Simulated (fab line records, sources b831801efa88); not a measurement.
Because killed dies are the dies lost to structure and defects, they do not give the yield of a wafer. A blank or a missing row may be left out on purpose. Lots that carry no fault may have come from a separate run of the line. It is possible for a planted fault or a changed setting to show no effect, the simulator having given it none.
fab line records || flow sky130
record {"lots": 15, "wafers": 45, "last_day": 51}
route steps=708 shown NWELL@75
lots with no fault: from the same line, run without faults
start_h: start of the lot's first displayed wafer, in hours after the record's first day || wait_h: how many hours have passed since the lot's step before this one || " repeats the value in the row above || L1.1+2: several wafers, shown together as one row || - no value present, or no start provided || * or withheld: withheld || < > ~ a bound
route shown NAME@n: names a module that has steps shown in the file, with the first one's number in the route || usual: average and standard deviation across the fault-free wafers || same: alike in all rows || chamber/n: place in a boat || sites: each site's reading || _std_site: the values' standard deviation || _edge_site: the outer-site mean with the inner-site mean subtracted || radius_mm: how far each site lies from the wafer's centre || mask NAME#n: copy n || behind: the most recent tool/chamber to have shaped the wafer || hold: what put the lot on hold/how long, in hours/how the hold closed || device: which transistor (n, p or np) failed to switch || end of line: tests run on the same wafers once the route is complete || a step with no rows: only its recipe || killed: not the wafer's yield, but the dies lost to structure and defects at the first sort || map: a wafer's dies, x killed, . not, _ none there
set.NAME: the setting the step ran with; set.NAME@STEP: the setting that earlier step ran with || model.NAME: the simulator's own value behind a step, which no gauge read
the route's steps for a sample of lots (tables are steps, rows are wafers)
services: from which hour (start_h, from the record's first day; less than 0 if before it) a tool's chamber was out of use, for how many hours, and why
## steps
# step SKY_NWELL_DEVELOP_22
# recipe {"wall_angle_deg": 90, "developer": "TMAH", "develop_time_s": 60, "dev_temp_c": 23}
# usual {"chill_plate_temp_C": "23.03/0.1", "develop_time_s": "60/0"}
{"lot.wafer": "L885.1", "tool": "litho_track-03", "chamber": 0, "start_h": 109, "wait_h": "-", "chill_plate_temp_C": 22.87, "develop_time_s": 60}
{"lot.wafer": "L885.3", "tool": "litho_track-03", "chamber": 0, "start_h": 109, "wait_h": "-", "chill_plate_temp_C": 22.99, "develop_time_s": 60}
{"lot.wafer": "L885.6", "tool": "litho_track-03", "chamber": 0, "start_h": 109, "wait_h": "-", "chill_plate_temp_C": 23.05, "develop_time_s": 60}
{"lot.wafer": "L886.1", "tool": "litho_track-02", "chamber": 0, "start_h": 114, "wait_h": "-", "chill_plate_temp_C": 23.14, "develop_time_s": 60}
{"lot.wafer": "L886.4", "tool": "litho_track-02", "chamber": 0, "start_h": 114, "wait_h": "-", "chill_plate_temp_C": 23.24, "develop_time_s": 60}
{"lot.wafer": "L886.5", "tool": "litho_track-02", "chamber": 0, "start_h": 114, "wait_h": "-", "chill_plate_temp_C": 23.11, "develop_time_s": 60}
{"lot.wafer": "L887.3", "tool": "litho_track-02", "chamber": 0, "start_h": 117, "wait_h": "-", "chill_plate_temp_C": 23.06, "develop_time_s": 60}
{"lot.wafer": "L887.4", "tool": "litho_track-02", "chamber": 0, "start_h": 117, "wait_h": "-", "chill_plate_temp_C": 22.97, "develop_time_s": 60}
{"lot.wafer": "L887.5", "tool": "litho_track-02", "chamber": 0, "start_h": 117, "wait_h": "-", "chill_plate_temp_C": 23.10, "develop_time_s": 60}
{"lot.wafer": "L889.1", "tool": "litho_track-03", "chamber": 0, "start_h": 129, "wait_h": "-", "chill_plate_temp_C": 22.84, "develop_time_s": 60}
{"lot.wafer": "L889.5", "tool": "litho_track-03", "chamber": 0, "start_h": 129, "wait_h": "-", "chill_plate_temp_C": 23.07, "develop_time_s": 60}
{"lot.wafer": "L889.6", "tool": "litho_track-03", "chamber": 0, "start_h": 129, "wait_h": "-", "chill_plate_temp_C": 22.85, "develop_time_s": 60}
{"lot.wafer": "L890.4", "tool": "litho_track-04", "chamber": "-", "start_h": 137, "wait_h": "-", "chill_plate_temp_C": "-", "develop_time_s": "-"}
{"lot.wafer": "L890.5", "tool": "litho_track-04", "chamber": "-", "start_h": 137, "wait_h": "-", "chill_plate_temp_C": "-", "develop_time_s": "-"}
{"lot.wafer": "L890.6", "tool": "litho_track-04", "chamber": "-", "start_h": 137, "wait_h": "-", "chill_plate_temp_C": "-", "develop_time_s": "-"}
{"lot.wafer": "L891.2", "tool": "litho_track-04", "chamber": "-", "start_h": 142, "wait_h": "-", "chill_plate_temp_C": "-", "develop_time_s": "-"}
{"lot.wafer": "L891.3", "tool": "litho_track-04", "chamber": "-", "start_h": 142, "wait_h": "-", "chill_plate_temp_C": "-", "develop_time_s": "-"}
{"lot.wafer": "L891.4", "tool": "litho_track-04", "chamber": "-", "start_h": 142, "wait_h": "-", "chill_plate_temp_C": "-", "develop_time_s": "-"}
{"lot.wafer": "L892.1", "tool": "litho_track-04", "chamber": "-", "start_h": 148, "wait_h": "-", "chill_plate_temp_C": "-", "develop_time_s": "-"}
{"lot.wafer": "L892.2", "tool": "litho_track-04", "chamber": "-", "start_h": 148, "wait_h": "-", "chill_plate_temp_C": "-", "develop_time_s": "-"}
{"lot.wafer": "L892.5", "tool": "litho_track-04", "chamber": "-", "start_h": 148, "wait_h": "-", "chill_plate_temp_C": "-", "develop_time_s": "-"}
{"lot.wafer": "L899.2", "tool": "litho_track-02", "chamber": 0, "start_h": 194, "wait_h": "-", "chill_plate_temp_C": 23.17, "develop_time_s": 60}
{"lot.wafer": "L899.3", "tool": "litho_track-02", "chamber": 0, "start_h": 194, "wait_h": "-", "chill_plate_temp_C": 23.20, "develop_time_s": 60}
{"lot.wafer": "L899.4", "tool": "litho_track-02", "chamber": 0, "start_h": 194, "wait_h": "-", "chill_plate_temp_C": 23.20, "develop_time_s": 60}
{"lot.wafer": "L900.1", "tool": "litho_track-02", "chamber": 0, "start_h": 205, "wait_h": "-", "chill_plate_temp_C": 22.94, "develop_time_s": 60}
{"lot.wafer": "L900.3", "tool": "litho_track-02", "chamber": 0, "start_h": 205, "wait_h": "-", "chill_plate_temp_C": 22.89, "develop_time_s": 60}
{"lot.wafer": "L900.6", "tool": "litho_track-02", "chamber": 0, "start_h": 206, "wait_h": "-", "chill_plate_temp_C": 22.97, "develop_time_s": 60}
{"lot.wafer": "L901.2", "tool": "litho_track-03", "chamber": 0, "start_h": 206, "wait_h": "-", "chill_plate_temp_C": 22.95, "develop_time_s": 60}
{"lot.wafer": "L901.5", "tool": "litho_track-03", "chamber": 0, "start_h": 206, "wait_h": "-", "chill_plate_temp_C": 22.98, "develop_time_s": 60}
{"lot.wafer": "L901.6", "tool": "litho_track-03", "chamber": 0, "start_h": 206, "wait_h": "-", "chill_plate_temp_C": 23.03, "develop_time_s": 60}
{"lot.wafer": "L902.2", "tool": "litho_track-03", "chamber": 0, "start_h": 213, "wait_h": "-", "chill_plate_temp_C": 23.11, "develop_time_s": 60}
{"lot.wafer": "L902.3", "tool": "litho_track-03", "chamber": 0, "start_h": 213, "wait_h": "-", "chill_plate_temp_C": 23.05, "develop_time_s": 60}
{"lot.wafer": "L902.4", "tool": "litho_track-03", "chamber": 0, "start_h": 213, "wait_h": "-", "chill_plate_temp_C": 23.03, "develop_time_s": 60}
{"lot.wafer": "L903.1", "tool": "litho_track-03", "chamber": 0, "start_h": 216, "wait_h": "-", "chill_plate_temp_C": 23.05, "develop_time_s": 60}
{"lot.wafer": "L903.3", "tool": "litho_track-03", "chamber": 0, "start_h": 216, "wait_h": "-", "chill_plate_temp_C": 23.01, "develop_time_s": 60}
{"lot.wafer": "L903.6", "tool": "litho_track-03", "chamber": 0, "start_h": 216, "wait_h": "-", "chill_plate_temp_C": 22.97, "develop_time_s": 60}
{"lot.wafer": "L905.1", "tool": "litho_track-04", "chamber": 0, "start_h": 226, "wait_h": "-", "chill_plate_temp_C": 23.01, "develop_time_s": 60}
{"lot.wafer": "L905.3", "tool": "litho_track-04", "chamber": 0, "start_h": 226, "wait_h": "-", "chill_plate_temp_C": 22.92, "develop_time_s": 60}
{"lot.wafer": "L905.6", "tool": "litho_track-04", "chamber": 0, "start_h": 226, "wait_h": "-", "chill_plate_temp_C": 22.89, "develop_time_s": 60}
{"lot.wafer": "L906.4", "tool": "litho_track-04", "chamber": 0, "start_h": 233, "wait_h": "-", "chill_plate_temp_C": 23.13, "develop_time_s": 60}
{"lot.wafer": "L906.5", "tool": "litho_track-04", "chamber": 0, "start_h": 233, "wait_h": "-", "chill_plate_temp_C": 23.15, "develop_time_s": 60}
{"lot.wafer": "L906.6", "tool": "litho_track-04", "chamber": 0, "start_h": 233, "wait_h": "-", "chill_plate_temp_C": 22.98, "develop_time_s": 60}
{"lot.wafer": "L907.1", "tool": "litho_track-04", "chamber": 0, "start_h": 239, "wait_h": "-", "chill_plate_temp_C": 22.88, "develop_time_s": 60}
{"lot.wafer": "L907.2", "tool": "litho_track-04", "chamber": 0, "start_h": 239, "wait_h": "-", "chill_plate_temp_C": 22.81, "develop_time_s": 60}
{"lot.wafer": "L907.5", "tool": "litho_track-04", "chamber": 0, "start_h": 239, "wait_h": "-", "chill_plate_temp_C": 22.87, "develop_time_s": 60}
## services
{"tool": "litho_track-02", "chamber": "-", "start_h": 152.09, "hours": "-", "kind": "consumable_replace:filter"}
## key
first_sign {"step": "SKY_NWELL_DEVELOP_22", "reading": "tool_record", "direction": "missing"}
effect none on later readings
met_at SKY_NWELL_DEVELOP_22
struck_lots L890,L891,L892
sort_left_out L890.4,L890.5,L890.6,L891.2,L891.3,L891.4,L892.1,L892.2,L892.5
tester_left_out L890,L891,L892
fault {"kind": "skipped_step_whole", "tool": "litho_track-04", "chamber": "-", "onset_h": 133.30, "steps": "SKY_NWELL_DEVELOP_22", "scope": "struck_lots_only"}
# tester_left_out: of these lots the tester's yield and bins aren't shown, on N5 and GAA mostly nor the transistor test; their killed dies are dies lost to structure and defects alone, not to doping, threshold or leakage, so they don't give the yield
# sort_left_out: the simulated sort isn't trusted on such a fault, so these wafers' sort isn't shown, and their yield isn't known
